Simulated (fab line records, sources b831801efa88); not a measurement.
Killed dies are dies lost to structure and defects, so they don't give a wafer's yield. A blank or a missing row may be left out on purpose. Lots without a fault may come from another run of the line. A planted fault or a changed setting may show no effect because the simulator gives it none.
Which tool did it? | flow sky130 | 12 lots, 36 wafers sampled, at 5 steps of a route of 708

WHAT THE GAUGES READ, wafer by wafer
SKY_VT_ADJUST_NCORE_OVL_MEAS_08.
lot  | measured     | on         | VT_ADJUST_NCORE_OVL (nm)
L982 | day 8 12:41  | overlay-01 | 1.6 1.3 1.7
L983 | day 8 20:46  | overlay-01 | -0.3 1.8 0.0
L985 | day 9 11:56  | overlay-02 | -0.2 0.3 1.6
L986 | day 9 19:07  | overlay-02 | -0.1 0.6 1.9
L988 | day 10 08:08 | overlay-01 | 1.2 3.0 2.1
L989 | day 10 15:20 | overlay-01 | 2.2 2.0 1.0
L998 | day 13 06:10 | overlay-01 | 1.4 1.0 0.1
L999 | day 13 14:13 | overlay-02 | 0.2 1.4 2.2
L101 | day 14 01:17 | overlay-02 | 1.2 0.4 0.5
L102 | day 14 06:37 | overlay-01 | -0.4 0.0 1.1
L103 | day 14 12:52 | overlay-02 | -0.5 1.5 -0.2
L105 | day 15 08:51 | overlay-02 | -1.0 0.9 0.1

SKY_POLY_GATE_THK_MEAS_01.
lot  | measured     | on            | POLY_GATE_CVD_00_THK (nm)
L982 | day 13 21:22 | film_metro-02 | 177.3 176.4 177.8
L983 | day 14 06:43 | film_metro-04 | 180.4 181.1 180.4
L985 | day 14 20:16 | film_metro-03 | 179.5 177.9 179.7
L986 | day 15 09:32 | film_metro-04 | 181.0 180.7 180.7
L988 | day 16 00:18 | film_metro-04 | 180.7 181.1 180.1
L989 | day 16 06:40 | film_metro-03 | 179.0 179.0 177.3
L998 | day 19 14:56 | film_metro-03 | 178.4 178.6 177.3
L999 | day 20 02:17 | film_metro-02 | 183.0 182.5 181.9
L101 | day 20 14:38 | film_metro-02 | 183.0 184.5 183.5
L102 | day 20 19:05 | film_metro-03 | 178.0 178.0 178.2
L103 | day 21 07:55 | film_metro-04 | 182.3 182.3 181.4
L105 | day 22 01:33 | film_metro-02 | 182.5 179.9 180.7

SKY_LDD_P_TW_MEAS_11.
lot  | measured     | on            | LDD_P_TW
L982 | day 18 19:17 | film_metro-04 | 630 633 632
L983 | day 19 08:12 | film_metro-01 | 643 643 641
L985 | day 20 03:23 | film_metro-03 | 636 640 635
L986 | day 20 19:52 | film_metro-03 | 638 637 639
L988 | day 21 03:28 | film_metro-01 | 591 593 596
L989 | day 21 14:31 | film_metro-01 | 595 596 594
L998 | day 24 21:08 | film_metro-01 | 639 637 643
L999 | day 25 09:00 | film_metro-04 | 633 632 629
L101 | day 25 20:55 | film_metro-03 | 629 629 632
L102 | day 26 00:14 | film_metro-03 | 630 633 635
L103 | day 26 13:53 | film_metro-03 | 637 633 636
L105 | day 27 08:38 | film_metro-03 | 630 630 627

WHICH TOOL RAN EACH LOT (tool, then ch and the chambers of the sampled wafers, then the start)
lot  | SKY_VT_ADJUST_LVTN_STRIP_20          | SKY_LDD_P_IMPLANT_09
L982 | plasma_asher-02 ch 0,1, day 7 17:06  | implanter-02 ch 0, day 18 19:02
L983 | plasma_asher-03 ch 0,1, day 8 00:26  | implanter-01 ch 0, day 19 07:59
L985 | plasma_asher-03 ch 0,1, day 8 14:07  | implanter-04 ch 0, day 20 03:08
L986 | plasma_asher-03 ch 0,1, day 8 21:46  | implanter-02 ch 0, day 20 19:37
L988 | plasma_asher-03 ch 0,1, day 9 10:31  | implanter-02 ch 0, day 21 03:13
L989 | plasma_asher-01 ch 0,1, day 9 17:19  | implanter-02 ch 0, day 21 14:16
L998 | plasma_asher-01 ch 0,1, day 12 05:06 | implanter-04 ch 0, day 24 20:55
L999 | plasma_asher-01 ch 0,1, day 12 13:24 | implanter-01 ch 0, day 25 08:48
L101 | plasma_asher-03 ch 0,1, day 12 23:12 | implanter-02 ch 0, day 25 20:40
L102 | plasma_asher-01 ch 0,1, day 13 05:12 | implanter-02 ch 0, day 25 23:59
L103 | plasma_asher-01 ch 0,1, day 13 11:04 | implanter-01 ch 0, day 26 13:39
L105 | plasma_asher-02 ch 0,1, day 14 06:16 | implanter-02 ch 0, day 27 08:23
- SKY_VT_ADJUST_LVTN_STRIP_20: strips in O2/N2.
- SKY_LDD_P_IMPLANT_09

WHAT THE TOOLS THEMSELVES READ (means of the sampled wafers that have a number; where no wafer has one, the mark that the record gives instead)
SKY_VT_ADJUST_LVTN_STRIP_20.
lot  | tool            | drypump_motor_current_A (A) | oes_product_au (a.u.) | strip_time_to_endpoint_s (s)
L982 | plasma_asher-02 | 5.85                        | 0.717                 | 14.13
L983 | plasma_asher-03 | 5.75                        | 0.715                 | 14.13
L985 | plasma_asher-03 | 5.77                        | 0.717                 | 14.19
L986 | plasma_asher-03 | 5.85                        | 0.713                 | 14.12
L988 | plasma_asher-03 | 5.88                        | 0.717                 | 14.18
L989 | plasma_asher-01 | 5.93                        | 0.717                 | 14.20
L998 | plasma_asher-01 | 5.91                        | 0.717                 | 14.13
L999 | plasma_asher-01 | 5.92                        | 0.718                 | 14.16
L101 | plasma_asher-03 | 5.84                        | 0.716                 | 14.24
L102 | plasma_asher-01 | 5.93                        | 0.717                 | 14.16
L103 | plasma_asher-01 | 5.91                        | 0.717                 | 14.20
L105 | plasma_asher-02 | 5.73                        | 0.715                 | 14.12

SKY_LDD_P_IMPLANT_09.
lot  | tool         | beam_on_s (s) | dose_ions_cm2 | faraday_current_uA
L982 | implanter-02 | 10.09         | 9.982e+12     | 56.0
L983 | implanter-01 | 9.84          | 1.001e+13     | 57.4
L985 | implanter-04 | 9.76          | 9.993e+12     | 57.6
L986 | implanter-02 | 10.12         | 1.000e+13     | 55.6
L988 | implanter-02 | 9.90          | 7.922e+12     | 45.2
L989 | implanter-02 | 10.00         | 7.929e+12     | 44.8
L998 | implanter-04 | 10.04         | 1.001e+13     | 56.1
L999 | implanter-01 | 9.94          | 9.990e+12     | 56.7
L101 | implanter-02 | 10.18         | 1.001e+13     | 55.4
L102 | implanter-02 | 9.91          | 9.996e+12     | 56.9
L103 | implanter-01 | 9.96          | 1.001e+13     | 56.5
L105 | implanter-02 | 10.04         | 1.000e+13     | 56.2

THE ANSWER, worked out from the rows above alone
Rule: what is usual is taken from the lots themselves. Put in order of their means at a reading, lots are off if they are a third of the lots or fewer, leave a main group of 4 or more, and stand apart from it by a gap of 3 or more times the standard deviation of the main group's means; of several such gaps the widest counts. A main group whose means are all the same, to the digits that the tables above print for the reading, isn't used. A lot without any number at a reading at which 4 lots or more have one is off too. The other lots that the step has rows for count as sound. The gauges are gone through in route order, then the tools' own readings, and for those a lot's mean is taken as printed above. The first step at which some lot is off is used, and at that step the reading that is off furthest; a lot without a number counts as furthest.
Off: L988, L989, at SKY_LDD_P_TW_MEAS_11 (LDD_P_TW). The main group: mean 635, standard deviation 4.2.
A tool fits if, at a process step before that reading, it ran every lot that is off, and no sound lot after the first of them. The gauges at SKY_LDD_P_TW_MEAS_11 aren't tried: what is off there is off at SKY_LDD_P_IMPLANT_09 too, on other tools, and a gauge's error can't cause that. None of those tried fits.

WHAT THE SIMULATOR HAD PUT IN
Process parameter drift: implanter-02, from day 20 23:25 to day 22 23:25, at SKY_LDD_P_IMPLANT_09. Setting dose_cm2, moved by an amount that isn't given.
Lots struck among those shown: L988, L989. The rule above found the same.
